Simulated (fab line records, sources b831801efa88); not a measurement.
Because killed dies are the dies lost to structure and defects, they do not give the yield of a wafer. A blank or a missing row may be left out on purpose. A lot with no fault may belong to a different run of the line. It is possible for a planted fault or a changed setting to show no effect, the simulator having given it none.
fab line records    flow gf180mcu
record: lots: 5  wafers: 15  lastDay: 34
route steps=602 shown HV_LDD@180
lots that met no fault: taken from a fault-free run of the same line
startH: hours from the record's opening day to when the first of the lot's shown wafers began    waitH: hours elapsed since this lot's preceding step    " repeats the value in the row above    L1.1+2: a row that stands for several wafers    - either no value or no given start    * or withheld: withheld    < > ~ a bound
route shown NAME@n: NAME is a module with steps in the file, n the number in the route of the first one    usual: mean/standard deviation taken from wafers without a fault    same: alike in all rows    chamber/n: place in a boat    sites: readings site by site    _std_site: standard deviation of those values    _edge_site: outer sites' mean less inner sites'    radiusMm: how far each site lies from the wafer's centre    mask NAME#n: copy n    behind: the last tool/chamber to shape the wafer    hold: what put the lot on hold/how long, in hours/how the hold closed    device: the n, p or np transistor that did not switch    end of line: the route-end tests of the same wafers    a step given without rows: its recipe and nothing more    killed: count of dies lost to structure and defects at first sort (not the wafer's yield)    map: a wafer's dies, x killed, . not, _ none there
set.NAME: the setting that was run; set.NAME@STEP: the one run at that earlier step    model.NAME: the simulator's own value behind a step, which no gauge read
certain route steps with their lots: each step a table, each wafer a row
services: a tool's chamber out of use, with start hour (startH, from the record's first day; less than 0 if before it), hours out, and reason
== steps ==
step: GF_HV_LDD_EXPOSE_04
recipe: maskId: Nplus_LV_AREA  targetCdNm: 400  na: 0.6  sourceShape: conventional  sigmaOuter: 0.6  doseMj: 140
usual: focusOffsetNm: 0.0/0.55
same: na: 0.6  sigmaOuter: 0.6
lot.wafer  tool             chamber  startH  waitH  mask             focusOffsetNm
L074.1     ilineStepper-01  0        -       -      Nplus_LV_AREA#0  0.0
L074.2     "                0        "       "      Nplus_LV_AREA#0  -0.8
L074.5     "                0        "       "      Nplus_LV_AREA#0  -0.1
L076.2     ilineStepper-02  0        -       -      Nplus_LV_AREA#0  -0.7
L076.5     "                0        "       "      Nplus_LV_AREA#0  0.0
L076.6     "                0        "       "      Nplus_LV_AREA#0  -0.6
L077.3     ilineStepper-02  0        -       -      Nplus_LV_AREA#0  0.4
L077.4     "                0        "       "      Nplus_LV_AREA#0  0.2
L077.5     "                0        "       "      Nplus_LV_AREA#0  -0.3
L091.1     ilineStepper-02  0        -       -      Nplus_LV_AREA#0  -1.0
L091.3     "                0        "       "      Nplus_LV_AREA#0  -0.2
L091.6     "                0        "       "      Nplus_LV_AREA#0  -0.5
L095.3     ilineStepper-02  0        -       -      Nplus_LV_AREA#0  0.0
L095.5     "                0        "       "      Nplus_LV_AREA#0  0.0
L095.6     "                0        "       "      Nplus_LV_AREA#0  0.1
step: GF_HV_LDD_PEB_05
recipe: tempC: withheld  timeS: *  resist: NOVOLAK
lot.wafer   tool           chamber  startH  waitH
L074.1+2+5  lithoTrack-02  0        -       -
L076.2+5+6  lithoTrack-02  0        -       -
L077.3+4+5  lithoTrack-04  0        -       -
L091.1+3+6  lithoTrack-04  0        -       -
L095.3+5+6  lithoTrack-04  0        -       -
step: GF_HV_LDD_DEVELOP_06
recipe: developTimeS: 60  devTempC: 23
lot.wafer   tool           chamber  startH  waitH
L074.1+2+5  lithoTrack-02  0        215.79  0.1
L076.2+5+6  lithoTrack-02  0        234.16  0.1
L077.3+4+5  lithoTrack-04  0        241.50  0.1
L091.1+3+6  lithoTrack-04  0        344.40  0.1
L095.3+5+6  lithoTrack-04  0        368.25  0.1
step: GF_HV_LDD_CD_MEAS_07
recipe: targetCdNm: 400
usual: cdNm: 400.3/2.6
lot.wafer  tool      chamber  startH  waitH  cdNm
L074.1     cdSem-01  -        215.94  0.1    398.6
L074.2     "         -        "       "      401.1
L074.5     "         -        "       "      399.1
L076.2     cdSem-01  -        234.31  0.1    401.6
L076.5     "         -        "       "      401.6
L076.6     "         -        "       "      402.5
L077.3     cdSem-01  -        241.64  0.1    398.8
L077.4     "         -        "       "      400.1
L077.5     "         -        "       "      399.2
L091.1     cdSem-02  -        344.55  0.1    403.1
L091.3     "         -        "       "      400.4
L091.6     "         -        "       "      400.6
L095.3     cdSem-02  -        368.39  0.1    400.4
L095.5     "         -        "       "      402.3
L095.6     "         -        "       "      400.1
step: GF_HV_LDD_OVL_MEAS_08
usual: HV_LDD_OVL: 0.0/1.5
lot.wafer  tool        chamber  startH  waitH  HV_LDD_OVL[nm]
L074.1     overlay-02  -        216.06  0.1    1.9
L074.2     "           -        "       "      1.0
L074.5     "           -        "       "      4.3
L076.2     overlay-02  -        234.41  0.1    -2.5
L076.5     "           -        "       "      -1.8
L076.6     "           -        "       "      -2.6
L077.3     overlay-02  -        241.74  0.1    -3.0
L077.4     "           -        "       "      -3.2
L077.5     "           -        "       "      0.0
L091.1     overlay-02  -        344.67  0.1    -1.1
L091.3     "           -        "       "      -2.0
L091.6     "           -        "       "      -2.0
L095.3     overlay-02  -        368.48  0.1    2.4
L095.5     "           -        "       "      1.6
L095.6     "           -        "       "      2.1
step: GF_HV_LDD_IMPLANT_09
recipe: species: As  energyKev: 40  doseCm2: 1e+14  tiltDeg: 7
lot.wafer   tool          chamber  startH  waitH
L074.1+2+5  implanter-04  0        216.09  0.0
L076.2+5+6  implanter-04  0        234.47  0.0
L077.3+4+5  implanter-04  0        241.81  0.1
L091.1+3+6  implanter-04  0        344.71  0.0
L095.3+5+6  implanter-02  0        368.56  0.1
step: GF_HV_LDD_STRIP_10
recipe: chemistry: O2/N2  powerW: 1400  pressureMtorr: 1500  platenTempC: 250  o2FlowSccm: 3000  n2FlowSccm: 300  overashFraction: 0.5
usual: drypumpMotorCurrentA: 5.9/0.45  heaterPowerW: 317/26  oesProductAu: 0.716/0.0046  stripTimeToEndpointS: 12.63/0.035
lot.wafer  tool            chamber  startH  waitH  drypumpMotorCurrentA  heaterPowerW  oesProductAu  rfHoursCounterH  stripTimeToEndpointS
L074.1     plasmaAsher-04  1        216.24  0.1    5.5                   357           0.714         60               12.65
L074.2     "               0        "       "      5.7                   324           0.711         60               12.62
L074.5     "               0        "       "      5.7                   318           0.716         -                12.61
L076.2     plasmaAsher-02  1        234.59  0.1    6.2                   273           0.719         42               12.63
L076.5     "               0        "       "      6.4                   317           0.716         -                12.62
L076.6     "               1        "       "      6.2                   265           0.719         -                12.68
L077.3     plasmaAsher-04  1        241.94  0.1    5.5                   347           0.725         -                12.59
L077.4     "               0        "       "      5.7                   331           0.709         -                12.57
L077.5     "               0        "       "      5.7                   326           0.719         -                12.62
L091.1     plasmaAsher-04  1        344.86  0.1    5.5                   347           0.714         73               12.62
L091.3     "               1        "       "      5.5                   350           0.722         -                12.62
L091.6     "               1        "       "      5.5                   349           0.718         -                12.61
L095.3     plasmaAsher-04  1        368.76  0.2    5.5                   345           0.713         -                12.64
L095.5     "               1        "       "      5.5                   355           0.716         -                12.64
L095.6     "               0        "       "      5.7                   336           0.715         -                12.66
step: GF_HV_LDD_TW_MEAS_11
usual: HV_LDD_TW: 2423/11
lot.wafer  tool          chamber  startH  waitH  HV_LDD_TW
L074.1     filmMetro-01  -        216.34  0.1    2408
L074.2     "             -        "       "      2424
L074.5     "             -        "       "      2409
L076.2     filmMetro-04  -        234.70  0.1    2424
L076.5     "             -        "       "      2420
L076.6     "             -        "       "      2418
L077.3     filmMetro-01  -        242.03  0.1    2424
L077.4     "             -        "       "      2433
L077.5     "             -        "       "      2434
L091.1     filmMetro-04  -        344.96  0.1    2418
L091.3     "             -        "       "      2423
L091.6     "             -        "       "      2421
L095.3     filmMetro-01  -        368.84  0.1    2422
L095.5     "             -        "       "      2423
L095.6     "             -        "       "      2431
step: GF_HV_LDD_DEHYDRATE_12
recipe: tempC: 200  timeS: 60
lot.wafer   tool           chamber  startH  waitH
L074.1+2+5  lithoTrack-01  0        224.73  8.4
L076.2+5+6  lithoTrack-02  0        243.66  8.9
L077.3+4+5  lithoTrack-04  0        250.80  8.8
L091.1+3+6  lithoTrack-02  0        354.69  9.7
L095.3+5+6  lithoTrack-02  0        379.29  10.4
== services ==
tool             chamber  startH  hours  kind
ilineStepper-02  -        187.26  29.9   repair
ilineStepper-02  -        217.13  1.7    pm
ilineStepper-02  0        241.84  -      calibration
lithoTrack-02    -        248.44  -      consumableReplace:filter
implanter-02     -        255.26  4.7    pm
plasmaAsher-04   -        274.57  1.7    repair
plasmaAsher-04   -        285.25  8.7    repair
implanter-04     -        293.70  1.3    repair
ilineStepper-01  -        310.82  0.8    repair
ilineStepper-01  -        315.94  1.7    pm
ilineStepper-02  -        317.60  4.4    pm
ilineStepper-01  -        340.81  2.4    repair
ilineStepper-01  0        370.29  -      calibration
implanter-02     -        377.49  3.0    repair
== key ==
fault none
